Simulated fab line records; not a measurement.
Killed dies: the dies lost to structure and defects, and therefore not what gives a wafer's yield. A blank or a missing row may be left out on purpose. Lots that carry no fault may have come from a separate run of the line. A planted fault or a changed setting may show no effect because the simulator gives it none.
What tool caused it? ; flow sky130 ; 24 lots with 72 wafers sampled at 5 steps, on a route of 708 steps

== WHAT EACH GAUGE READ, for each wafer ==
SKY_CONTACT_CD_MEAS_14 targets a cd of 170 nm. Usual: cd nm 170.2 nm, standard deviation 1.4.
lot;measured;on;cd nm (nm);flag
L074;day 31 23:26;cd sem-02;170.2 169.5 170.5;
L075;day 32 04:51;cd sem-01;169.1 168.7 170.5;
L076;day 32 09:43;cd sem-01;170.7 170.1 169.3;
L077;day 32 20:02;cd sem-01;171.4 170.2 168.8;
L079;day 33 17:13;cd sem-01;172.9 169.6 172.4;
L080;day 33 17:32;cd sem-02;171.1 171.0 172.6;
L078;day 33 18:29;cd sem-02;171.1 172.0 171.5;
L081;day 34 13:14;cd sem-02;171.5 171.3 170.1;
L082;day 35 01:26;cd sem-02;171.4 171.4 170.2;
L083;day 35 02:05;cd sem-01;171.5 169.4 170.5;
L084;day 35 05:58;cd sem-02;170.0 170.4 170.0;
L085;day 35 11:19;cd sem-02;168.2 168.7 167.6;
L086;day 35 18:51;cd sem-01;170.4 171.7 171.1;
L087;day 36 01:44;cd sem-01;172.7 171.8 173.1;
L088;day 36 13:37;cd sem-01;168.8 169.9 169.8;
L089;day 36 17:58;cd sem-01;169.6 170.0 171.3;
L090;day 37 11:11;cd sem-02;167.1 167.1 166.7;
L092;day 37 15:50;cd sem-01;171.4 171.0 170.6;
L091;day 37 17:09;cd sem-02;170.7 172.6 171.0;
L093;day 37 23:45;cd sem-02;169.3 171.7 171.7;
L094;day 38 03:11;cd sem-01;169.3 170.1 169.9;
L095;day 38 10:16;cd sem-02;168.5 169.2 169.4;
L096;day 38 20:31;cd sem-01;168.5 167.0 168.6;
L097;day 39 00:00;cd sem-01;169.4 171.5 169.8;

SKY_METAL2_OVL_MEAS_16. Usual: METAL2_OVL gives 3 nm (standard deviation 4.6).
lot;measured;on;METAL2_OVL (nm);flag
L074;day 35 12:08;overlay-01;5 8 8;
L075;day 35 18:50;overlay-02;6 2 5;
L076;day 35 23:25;overlay-02;1 3 -2;
L077;day 36 09:38;overlay-01;1 2 5;
L079;day 37 05:44;overlay-02;6 7 3;
L080;day 37 07:20;overlay-01;9 6 2;
L078;day 37 08:23;overlay-01;1 0 4;
L081;day 38 01:51;overlay-02;3 1 7;
L082;day 38 12:57;overlay-02;-1 -5 -3;
L083;day 38 13:50;overlay-01;-3 -3 -5;
L084;day 38 17:14;overlay-02;3 5 5;
L085;day 38 22:03;overlay-02;-3 1 -2;
L086;day 39 06:06;overlay-01;12 15 14;
L087;day 39 11:31;overlay-01;4 4 3;
L088;day 39 22:22;overlay-01;7 -1 1;
L089;day 40 04:44;overlay-01;-1 -1 0;
L090;day 40 19:14;overlay-02;5 3 3;
L092;day 40 22:59;overlay-01;-6 -3 1;
L091;day 41 01:01;overlay-02;1 2 -1;
L093;day 41 07:59;overlay-02;2 6 6;
L094;day 41 10:36;overlay-02;10 5 3;
L095;day 41 16:42;overlay-01;7 8 2;
L096;day 42 02:20;overlay-02;3 2 6;
L097;day 42 07:56;overlay-01;5 12 12;

SKY_CAPM_OVL_MEAS_12. Usual: CAPM_OVL gives -0.6 nm (standard deviation 1.2).
lot;measured;on;CAPM_OVL (nm);flag
L074;day 37 19:20;overlay-01;-0.2 -0.3 -0.6;
L075;day 38 02:51;overlay-02;0.8 2.4 0.1;
L076;day 38 06:45;overlay-02;-1.5 -0.1 -0.5;
L077;day 38 15:53;overlay-02;-1.3 -1.5 -2.4;
L079;day 39 11:28;overlay-01;-2.1 0.3 -0.9;
L080;day 39 12:51;overlay-01;-1.1 -1.4 -1.7;
L078;day 39 13:19;overlay-01;-1.1 -0.1 -0.6;
L081;day 40 07:35;overlay-01;1.6 -0.1 0.2;
L082;day 40 15:47;overlay-02;-0.6 -0.7 -0.1;
L083;day 40 16:53;overlay-01;-0.8 0.2 -0.7;
L084;day 40 22:31;overlay-02;-1.9 -1.5 -2.1;
L085;day 41 02:06;overlay-02;0.1 -0.7 -1.4;
L086;day 41 10:08;overlay-01;-1.8 -0.8 -2.6;
L087;day 41 14:57;overlay-01;1.3 0.5 0.4;
L088;day 42 02:16;overlay-01;-1.2 -0.8 -2.0;
L089;day 42 13:42;overlay-02;0.0 -0.2 -1.0;
L090;day 42 21:09;overlay-02;-0.1 -2.1 -0.2;
L092;day 43 01:30;overlay-01;0.7 0.9 0.3;
L091;day 43 03:48;overlay-01;0.2 0.8 -0.8;
L093;day 43 10:21;overlay-01;1.7 0.6 -0.6;
L094;day 43 12:39;overlay-02;-2.5 -1.7 -2.9;
L095;day 43 18:36;overlay-01;-1.2 0.1 -0.2;
L096;day 44 03:23;overlay-01;0.5 0.4 1.2;
L097;day 44 09:42;overlay-02;-0.1 -0.8 -1.5;

== WHAT TOOL EACH LOT RAN ON (gives the tool, then ch and the chambers of the sampled wafers, and finally the start) ==
lot;SKY_VIA1_ETCH_15;SKY_METAL2_STRIP_20
L074;rie diel-04 ch 0,1,2, day 34 08:06;plasma asher-01 ch 1, day 35 12:22
L075;rie diel-02 ch 0,2,3, day 34 14:37;plasma asher-01 ch 0,1, day 35 19:16
L076;rie diel-04 ch 0,2, day 34 18:49;plasma asher-04 ch 0,1, day 35 23:38
L077;rie diel-02 ch 0,2, day 35 05:27;plasma asher-04 ch 0,1, day 36 09:52
L079;rie diel-03 ch 0,1,3, day 36 02:20;plasma asher-01 ch 0,1, day 37 06:10
L080;rie diel-02 ch 0,1, day 36 03:15;plasma asher-02 ch 0,1, day 37 07:44
L078;rie diel-03 ch 0,1,3, day 36 04:42;plasma asher-01 ch 0,1, day 37 08:35
L081;rie diel-03 ch 2,3, day 36 21:39;plasma asher-02 ch 0,1, day 38 02:15
L082;rie diel-02 ch 1,2,3, day 37 09:01;plasma asher-02 ch 0,1, day 38 13:10
L083;rie diel-02 ch 0,1,3, day 37 10:12;plasma asher-04 ch 1, day 38 14:04
L084;rie diel-03 ch 0,2,3, day 37 13:39;plasma asher-01 ch 0,1, day 38 17:26
L085;rie diel-03 ch 1,3, day 37 18:45;plasma asher-04 ch 0,1, day 38 22:16
L086;rie diel-02 ch 0,2,3, day 38 03:00;plasma asher-01 ch 0,1, day 39 06:19
L087;rie diel-02 ch 1,2, day 38 09:27;plasma asher-01 ch 0,1, day 39 11:44
L088;rie diel-04 ch 1,2, day 38 20:24;plasma asher-01 ch 1, day 39 22:35
L089;rie diel-04 ch 1,2, day 39 00:18;plasma asher-02 ch 0,1, day 40 04:58
L090;rie diel-02 ch 0,2, day 39 17:07;plasma asher-02 ch 0,1, day 40 19:30
L092;rie diel-04 ch 1,3, day 39 21:12;plasma asher-01 ch 0,1, day 40 23:11
L091;rie diel-04 ch 1,2,3, day 39 22:53;plasma asher-04 ch 0, day 41 01:14
L093;rie diel-04 ch 0,1,2, day 40 05:58;plasma asher-02 ch 1, day 41 08:13
L094;rie diel-02 ch 1,2,3, day 40 09:10;plasma asher-01 ch 0,1, day 41 10:49
L095;rie diel-04 ch 1,2,3, day 40 15:04;plasma asher-01 ch 0,1, day 41 17:06
L096;rie diel-03 ch 0,3, day 41 00:25;plasma asher-02 ch 0,1, day 42 02:34
L097;rie diel-04 ch 1,2,3, day 41 06:18;plasma asher-04 ch 0, day 42 08:08
- SKY_VIA1_ETCH_15: etches SiO2 in C4F8/O2/Ar, stops on TiN, target depth 351 nm, time 54 s.
- SKY_METAL2_STRIP_20: strips in O2/N2.

== WHAT THE TOOLS THEMSELVES READ (means of the sampled wafers that have a number; where no wafer has one, the mark that the record gives instead) ==
SKY_VIA1_ETCH_15. Usual: oes product au 0.981 a.u., standard deviation 0.0061.
lot;tool;oes product au (a.u.);flag
L074;rie diel-04;0.981;
L075;rie diel-02;0.979;
L076;rie diel-04;0.987;
L077;rie diel-02;0.981;
L079;rie diel-03;0.981;
L080;rie diel-02;0.978;
L078;rie diel-03;0.977;
L081;rie diel-03;0.981;
L082;rie diel-02;0.987;
L083;rie diel-02;0.985;
L084;rie diel-03;0.986;
L085;rie diel-03;0.976;
L086;rie diel-02;0.981;
L087;rie diel-02;0.978;
L088;rie diel-04;0.969;
L089;rie diel-04;0.980;
L090;rie diel-02;0.983;
L092;rie diel-04;0.978;
L091;rie diel-04;0.978;
L093;rie diel-04;0.978;
L094;rie diel-02;0.984;
L095;rie diel-04;0.976;
L096;rie diel-03;0.980;
L097;rie diel-04;0.979;

SKY_METAL2_STRIP_20. Usual: drypump motor current A 5.7 A, standard deviation 0.45; oes product au 0.342 a.u., standard deviation 0.0047; strip time to endpoint s 2.69 s, standard deviation 0.035.
lot;tool;drypump motor current A (A);oes product au (a.u.);strip time to endpoint s (s);flag
L074;plasma asher-01;5.2;0.343;2.68;
L075;plasma asher-01;5.6;0.340;2.74;
L076;plasma asher-04;5.4;0.346;2.70;
L077;plasma asher-04;5.4;0.343;2.68;
L079;plasma asher-01;5.5;0.341;2.69;
L080;plasma asher-02;6.1;0.344;2.65;
L078;plasma asher-01;5.5;0.343;2.67;
L081;plasma asher-02;6.1;0.343;2.68;
L082;plasma asher-02;6.1;0.338;2.69;
L083;plasma asher-04;5.7;0.342;2.69;
L084;plasma asher-01;5.9;0.347;2.66;
L085;plasma asher-04;5.4;0.344;2.67;
L086;plasma asher-01;5.6;0.338;2.66;
L087;plasma asher-01;5.5;0.341;2.64;
L088;plasma asher-01;5.1;0.342;2.67;
L089;plasma asher-02;5.9;0.335;2.71;
L090;plasma asher-02;6.0;0.339;2.68;
L092;plasma asher-01;5.6;0.345;2.71;
L091;plasma asher-04;5.3;0.342;2.67;
L093;plasma asher-02;6.3;0.339;2.67;
L094;plasma asher-01;5.5;0.342;2.69;
L095;plasma asher-01;5.5;0.342;2.67;
L096;plasma asher-02;6.1;0.338;2.69;
L097;plasma asher-04;5.3;0.343;2.73;

== THE ANSWER, worked out from the rows above alone ==
Rule: lot off if the mean of its wafers having a number is beyond 3 standard deviations from the usual mean. Also off: a lot with no number at a reading for which 4 or more lots have one. Any other lot the step has rows for is counted as sound. The gauges are gone through in route order, then the tools' own readings, and for those a lot's mean is taken as printed above. The first step at which some lot is off is used, and at that step the reading that is off furthest; a lot without a number counts as furthest.
Across all readings shown, no lot is off: no conclusion can be drawn from this.

== WHAT THE SIMULATOR PUT IN ==
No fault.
